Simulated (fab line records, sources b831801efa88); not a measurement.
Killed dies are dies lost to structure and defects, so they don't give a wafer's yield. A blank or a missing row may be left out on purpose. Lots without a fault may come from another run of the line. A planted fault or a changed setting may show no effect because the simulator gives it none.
fab line records | flow gf180mcu
record lots=14 wafers=42 last_day=34
route steps=602 shown CONTACT@310 M3@414 V3@432
lots that met no fault: from a run of the same line without faults
start_h: hours from the record's first day to the start of the lot's first wafer shown | wait_h: hours since the lot's step before | " the same as in the row above | L1.1+2: a row that stands for several wafers | - no value, or no start given | * or withheld: withheld | < > ~ a bound
route shown NAME@n: a module of which the file shows steps, and the number in the route of the first | usual: mean/standard deviation of fault-free wafers | same: alike in all rows | chamber/n: place in a boat | sites: the reading at each site | _std_site: their standard deviation | _edge_site: outer sites' mean less inner sites' | radius_mm: how far each site lies from the wafer's centre | mask NAME#n: copy n | behind: the tool/chamber that last shaped the wafer | hold: why the lot was held/for how many hours/how that ended | device: the transistor (n, p or np) that didn't switch | end of line: the same wafers' tests at the end of the route | a step without rows: its recipe alone | killed: dies lost to structure and defects at the first sort, not the wafer's yield | map: a wafer's dies, x killed, . not, _ none there
set.NAME: the setting as run; set.NAME@STEP: as run at that earlier step | model.NAME: the simulator's own value behind a step, which no gauge read
steps of the route over a sample of lots; a table a step, a row a wafer
services: from which hour (start_h, from the record's first day; less than 0 if before it) a tool's chamber was out of use, for how many hours, and why
## steps
# step GF_CONTACT_SPUTTER_23
# recipe material=TiN target_thk_nm=10 chamber_pressure_pa=5 power_w=4000 time_s=40
# usual cathode_dc_power_W=3999.9/0.76 throttle_valve_pct=30.2/1.1
# columns lot.wafer tool chamber start_h wait_h cathode_dc_power_W throttle_valve_pct
L255.1 pvd_sputter-03 - 365.66 0.0 4000.2 31.7
L255.3 " - " " 3999.2 31.4
L255.6 " - " " 4000.9 31.4
L256.1 pvd_sputter-01 - 369.12 0.0 4001.3 29.2
L256.4 " - " " 3999.2 29.3
L256.6 " - " " 3999.2 29.3
L257.1 pvd_sputter-02 - 377.66 0.0 4000.7 30.7
L257.3 " - " " 3999.5 29.6
L257.6 " - " " 4000.1 30.5
L258.3 pvd_sputter-02 - 387.60 0.0 4000.3 30.6
L258.4 " - " " 4000.2 32.2
L258.5 " - " " 3999.2 29.8
L262.3 pvd_sputter-01 - 425.31 0.0 3999.0 28.9
L262.4 " - " " 3999.7 29.1
L262.5 " - " " 3999.9 29.2
L263.2 pvd_sputter-02 - 433.65 0.0 3511.9 32.1
L263.3 " - " " 4000.3 30.2
L263.4 " - " " 4000.0 30.7
L264.1 pvd_sputter-02 - 457.07 0.0 4000.4 31.0
L264.3 " - " " 4000.3 30.4
L264.4 " - " " 3512.8 32.5
L270.4 pvd_sputter-01 - 499.95 0.0 4000.5 29.8
L270.5 " - " " 3999.2 29.4
L270.6 " - " " 4000.8 29.6
L271.2 pvd_sputter-01 - 512.30 0.0 4000.5 29.8
L271.3 " - " " 3998.7 29.8
L271.5 " - " " 4001.6 29.3
L272.4 pvd_sputter-01 - 515.14 0.0 3998.6 29.8
L272.5 " - " " 4000.9 29.6
L272.6 " - " " 3999.9 29.3
L275.1 pvd_sputter-01 - 533.25 0.0 3999.3 29.9
L275.2 " - " " 3999.6 29.4
L275.4 " - " " 3999.6 29.6
L276.1 pvd_sputter-02 - 542.11 0.0 3999.6 30.7
L276.2 " - " " 3999.7 29.7
L276.3 " - " " 3999.5 30.2
L277.2 pvd_sputter-02 - 548.91 0.0 3999.9 30.4
L277.4 " - " " 4000.4 29.6
L277.6 " - " " 4001.1 30.3
L278.2 pvd_sputter-02 - 560.20 0.0 3999.7 30.4
L278.4 " - " " 4000.3 30.7
L278.5 " - " " 3999.9 30.8
# step GF_M3_RS_MEAS_05
# recipe thk_meas_gauge=four-point-probe reads=TiN_of_M3_SPUTTER_04+Ti_of_M3_SPUTTER_03+AlCu_of_M3_SPUTTER_02+TiN_of_M3_SPUTTER_01+Ti_of_M3_SPUTTER_00
# usual M3_ALCU_RS=0.0692/0.00076
# columns lot.wafer tool chamber start_h wait_h M3_ALCU_RS[ohm/sq]
L255.1 film_metro-03 - 467.19 0.0 0.0686
L255.3 " - " " 0.0690
L255.6 " - " " 0.0683
L256.1 film_metro-04 - 470.69 0.0 0.0693
L256.4 " - " " 0.0690
L256.6 " - " " 0.0679
L257.1 film_metro-03 - 479.59 0.0 0.0697
L257.3 " - " " 0.0704
L257.6 " - " " 0.0703
L258.3 film_metro-04 - 488.29 0.1 0.0694
L258.4 " - " " 0.0695
L258.5 " - " " 0.0694
L262.3 film_metro-04 - 528.84 0.1 0.0700
L262.4 " - " " 0.0689
L262.5 " - " " 0.0690
L263.2 film_metro-04 - 536.19 0.0 0.0675
L263.3 " - " " 0.0680
L263.4 " - " " 0.0684
L264.1 film_metro-03 - 556.64 0.0 0.0695
L264.3 " - " " 0.0691
L264.4 " - " " 0.0694
L270.4 film_metro-04 - 597.06 0.1 0.0680
L270.5 " - " " 0.0682
L270.6 " - " " 0.0681
L271.2 film_metro-03 - 608.31 0.0 0.0699
L271.3 " - " " 0.0699
L271.5 " - " " 0.0701
L272.4 film_metro-03 - 609.27 0.1 0.0690
L272.5 " - " " 0.0688
L272.6 " - " " 0.0691
L275.1 film_metro-04 - 626.65 0.0 0.0702
L275.2 " - " " 0.0704
L275.4 " - " " 0.0708
L276.1 film_metro-04 - 635.04 0.0 0.0693
L276.2 " - " " 0.0688
L276.3 " - " " 0.0694
L277.2 film_metro-01 - 639.61 0.0 0.0692
L277.4 " - " " 0.0695
L277.6 " - " " 0.0688
L278.2 film_metro-03 - 650.92 0.0 0.0693
L278.4 " - " " 0.0690
L278.5 " - " " 0.0693
# step GF_M3_CD_MEAS_14
# recipe target_cd_nm=280
# usual cd_nm=280.2/1.3
# columns lot.wafer tool chamber start_h wait_h cd_nm
L255.1 cd_sem-01 - 491.27 0.1 280.8
L255.3 " - " " 280.2
L255.6 " - " " 280.0
L256.1 cd_sem-02 - 494.57 0.1 280.9
L256.4 " - " " 280.8
L256.6 " - " " 281.9
L257.1 cd_sem-02 - 503.57 0.1 280.3
L257.3 " - " " 279.9
L257.6 " - " " 280.6
L258.3 cd_sem-02 - 512.01 0.1 279.6
L258.4 " - " " 277.8
L258.5 " - " " 279.6
L262.3 cd_sem-01 - 550.84 0.1 280.0
L262.4 " - " " 279.6
L262.5 " - " " 280.0
L263.2 cd_sem-02 - 558.58 0.1 279.5
L263.3 " - " " 280.2
L263.4 " - " " 281.6
L264.1 cd_sem-01 - 578.05 0.1 280.3
L264.3 " - " " 279.7
L264.4 " - " " 280.4
L270.4 cd_sem-01 - 617.48 0.1 277.8
L270.5 " - " " 277.0
L270.6 " - " " 278.1
L271.2 cd_sem-01 - 628.32 0.1 278.3
L271.3 " - " " 277.7
L271.5 " - " " 278.1
L272.4 cd_sem-02 - 629.81 0.1 279.9
L272.5 " - " " 281.3
L272.6 " - " " 280.0
L275.1 cd_sem-01 - 646.84 0.1 280.4
L275.2 " - " " 280.2
L275.4 " - " " 279.7
L276.1 cd_sem-01 - 654.16 0.1 282.0
L276.2 " - " " 281.8
L276.3 " - " " 280.5
L277.2 cd_sem-02 - 659.38 0.1 282.0
L277.4 " - " " 282.9
L277.6 " - " " 282.7
L278.2 cd_sem-01 - 669.96 0.1 280.4
L278.4 " - " " 280.4
L278.5 " - " " 281.3
# step GF_V3_THK_MEAS_03
# recipe reads=SiO2_of_V3_CVD_02
# usual V3_CVD_02_THK=852/11
# columns lot.wafer tool chamber start_h wait_h V3_CVD_02_THK[nm]
L255.1 film_metro-02 - 492.27 0.0 852
L255.3 " - " " 862
L255.6 " - " " 864
L256.1 film_metro-02 - 495.57 0.0 842
L256.4 " - " " 860
L256.6 " - " " 872
L257.1 film_metro-04 - 504.57 0.0 832
L257.3 " - " " 839
L257.6 " - " " 853
L258.3 film_metro-01 - 513.03 0.1 861
L258.4 " - " " 848
L258.5 " - " " 857
L262.3 film_metro-04 - 551.83 0.1 830
L262.4 " - " " 842
L262.5 " - " " 846
L263.2 film_metro-01 - 559.58 0.0 851
L263.3 " - " " 838
L263.4 " - " " 854
L264.1 film_metro-02 - 579.14 0.0 856
L264.3 " - " " 846
L264.4 " - " " 869
L270.4 film_metro-04 - 618.48 0.0 853
L270.5 " - " " 849
L270.6 " - " " 862
L271.2 film_metro-01 - 629.31 0.0 858
L271.3 " - " " 850
L271.5 " - " " 861
L272.4 film_metro-01 - 630.78 0.0 863
L272.5 " - " " 861
L272.6 " - " " 859
L275.1 film_metro-04 - 647.85 0.0 852
L275.2 " - " " 842
L275.4 " - " " 860
L276.1 film_metro-04 - 655.16 0.0 840
L276.2 " - " " 829
L276.3 " - " " 842
L277.2 film_metro-02 - 660.39 0.0 826
L277.4 " - " " 850
L277.6 " - " " 865
L278.2 film_metro-01 - 670.97 0.0 839
L278.4 " - " " 851
L278.5 " - " " 862
## services
# columns tool chamber start_h hours kind
pvd_sputter-03 - 344.22 1.2 repair
pvd_sputter-02 - 353.29 4.3 repair
pvd_sputter-03 - 358.13 2.6 repair
pvd_sputter-03 - 414.66 9.9 repair
pvd_sputter-02 - 520.04 7.6 repair
pvd_sputter-01 - 551.19 1.7 repair
pvd_sputter-03 - 551.42 1.7 repair
## key
first_sign step=GF_CONTACT_SPUTTER_23 reading=cathode_dc_power_W direction=down sigmas=99+ usual=3999.9 struck=3512.3
effect none on later readings
met_at GF_CONTACT_SPUTTER_23
struck_lots L263,L264
struck_wafers L263.2,L264.4
tester_left_out L263,L264
not_acting_at GF_M3_RS_MEAS_05,GF_M3_CD_MEAS_14,GF_V3_THK_MEAS_03
onset_between 387.60 433.65
fault kind=process_parameter_drift tool=pvd_sputter-02 chamber=- onset_h=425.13 steps=GF_CONTACT_SPUTTER_23 channel=power_w offset=-487.19 shape=step end_h=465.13 acts_in=these_recipes_only stated=4000 scope=struck_wafers_only
# tester_left_out: of these lots the tester's yield and bins aren't shown, on N5 and GAA mostly nor the transistor test; their killed dies are dies lost to structure and defects alone, not to doping, threshold or leakage, so they don't give the yield
